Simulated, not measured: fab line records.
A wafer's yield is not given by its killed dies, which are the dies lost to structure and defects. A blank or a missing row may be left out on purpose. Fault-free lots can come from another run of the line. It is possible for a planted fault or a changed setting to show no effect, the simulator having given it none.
Shared-tool check	flow sky130	42 wafers sampled across 14 lots

## WHY THIS WAS OPENED
At SKY_RES_XHIGH_TW_MEAS_09 the reading RES_XHIGH_TW is flagged on 2 of 14 lots. No-fault wafers: 1627, standard deviation 7.6.
Rule: a lot is flagged when every wafer of it that has a number lies more than 4 standard deviations from that mean, or none has a number. The other lots count as sound.

lot	measured	on	RES_XHIGH_TW, wafer by wafer	flag
L451	day 24 10:19	filmMetro-01	1636 1626 1634	
L453	day 24 13:01	filmMetro-02	1631 1631 1635	
L454	day 25 03:04	filmMetro-02	1628 1626 1624	
L456	day 25 14:46	filmMetro-02	30 30 30	FLAGGED
L455	day 25 16:22	filmMetro-04	30 30 30	FLAGGED
L458	day 26 14:13	filmMetro-02	1633 1630 1630	
L461	day 27 01:11	filmMetro-01	1637 1635 1625	
L464	day 27 18:46	filmMetro-02	1622 1632 1627	
L465	day 28 08:19	filmMetro-04	1626 1634 1624	
L466	day 28 21:08	filmMetro-01	1624 1633 1627	
L470	day 37 05:13	filmMetro-04	1613 1610 1618	
L469	day 37 11:16	filmMetro-02	1631 1633 1630	
L471	day 37 11:54	filmMetro-01	1627 1632 1632	
L473	day 37 14:31	filmMetro-02	1634 1640 1634	
The numbers of the flagged lots are 30 on average: -1597 against the usual, or -99 or more standard deviations.

## WHICH TOOL RAN EACH LOT
The record holds 1 process step before the reading, out of a route of 708 steps. Read each cell as the tool, then ch plus the chambers that the sampled wafers visited, then the start.
lot	flag	SKY_RES_XHIGH_IMPLANT_07
L451		implanter-01 ch 0, day 24 10:04
L453		implanter-01 ch 0, day 24 12:46
L454		implanter-04 ch 0, day 25 02:50
L456	FLAGGED	implanter-01, day 25 14:07
L455	FLAGGED	implanter-01, day 25 16:05
L458		implanter-04 ch 0, day 26 13:59
L461		implanter-01 ch 0, day 27 00:56
L464		implanter-01 ch 0, day 27 18:31
L465		implanter-04 ch 0, day 28 08:04
L466		implanter-03 ch 0, day 28 20:53
L470		implanter-01 ch 0, day 37 04:59
L469		implanter-04 ch 0, day 37 11:02
L471		implanter-03 ch 0, day 37 11:40
L473		implanter-01 ch 0, day 37 14:17
These steps, and what they do:
- SKY_RES_XHIGH_IMPLANT_07
- SKY_RES_XHIGH_TW_MEAS_09

## FLAGGED AGAINST TOTAL, ONE TOOL AT A TIME (gauges that did the reading follow at the end)
step	tool	lots run	flagged	share of the flagged lots	sound lots run after its first flagged lot
SKY_RES_XHIGH_IMPLANT_07	implanter-01	8	2	all	4 (L461,L464,L470,L473)
SKY_RES_XHIGH_IMPLANT_07	implanter-03	2	0	none	-
SKY_RES_XHIGH_IMPLANT_07	implanter-04	4	0	none	-
SKY_RES_XHIGH_TW_MEAS_09	filmMetro-01	4	0	none	-
SKY_RES_XHIGH_TW_MEAS_09	filmMetro-02	7	1	some	4 (L458,L464,L469,L473)
SKY_RES_XHIGH_TW_MEAS_09	filmMetro-04	3	1	some	2 (L465,L470)

## THE TABLE: WHAT IT ALLOWS
Rows of the table that ran each flagged lot: 1, that is implanter-01 at SKY_RES_XHIGH_IMPLANT_07.
- implanter-01 at SKY_RES_XHIGH_IMPLANT_07: 2 of its 8 lots flagged. After the first flagged lot (L461, L464, L470, L473), sound lots still ran on it; a lasting fault on the whole tool would not permit that. On the flagged lots its readings are blank where sound lots have values: beamEnergyKeV, beamOnS.
None of the table's rows ran every flagged lot and, after the first, no sound lot.

## WHAT WAS PUT IN BY THE SIMULATOR
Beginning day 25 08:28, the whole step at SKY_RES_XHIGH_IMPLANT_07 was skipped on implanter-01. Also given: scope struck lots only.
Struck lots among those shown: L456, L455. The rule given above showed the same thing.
